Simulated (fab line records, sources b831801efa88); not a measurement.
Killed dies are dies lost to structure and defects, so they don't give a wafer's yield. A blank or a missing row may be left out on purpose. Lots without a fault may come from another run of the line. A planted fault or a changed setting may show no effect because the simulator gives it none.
Chamber matching | flow sky130 | SKY_VIA1_CMP_02 on cmp-02: 4 sister chambers
The step polishes SiO2. 8 wafers are shown with their chamber, then 7 later ones without.

WAFERS WITH THEIR CHAMBER
wafer  | chamber | motor_current_A (A)
L383.2 | 3       | 12.5
L383.4 | 1       | 12.3
L388.4 | 0       | 12.3
L391.1 | 3       | 12.9
L391.3 | 1       | 12.0
L391.4 | 2       | 13.2
L397.1 | 0       | 12.4
L397.2 | 2       | 13.9

WAFERS WITHOUT THEIR CHAMBER
wafer  | motor_current_A (A)
L397.5 | 11.5
L398.1 | 12.0
L398.2 | 12.3
L398.6 | 12.0
L403.2 | 14.1
L403.3 | 12.5
L403.4 | 12.2

WHICH CHAMBER EACH WENT THROUGH
wafer  | from the rows above          | in truth
L397.5 | can't be placed: 1 or 0 or 3 | 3
L398.1 | can't be placed: 1 or 0 or 3 | 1
L398.2 | can't be placed: 0 or 1 or 3 | 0
L398.6 | can't be placed: 1 or 0 or 3 | 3
L403.2 | 2                            | 2
L403.3 | can't be placed: 0 or 3 or 1 | 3
L403.4 | can't be placed: 1 or 0 or 3 | 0
Placed correctly: 1 of 7. Can't be placed from these rows: 6 (the true chamber is among the candidates in 6). Placed wrongly: 0.
How it was worked out, from the rows above alone: a wafer's distance from a chamber is the root of the sum, over the readings, of the square of ((its reading less the chamber's mean) divided by the reading's scatter). The wafer belongs to the nearest chamber; if the next one is less than 2 further off, it can't be placed. A chamber's mean is the mean of its shown wafers. The scatter: the root of (the sum of the squares of (reading less its chamber's mean) over the shown wafers, divided by (wafers less chambers)).
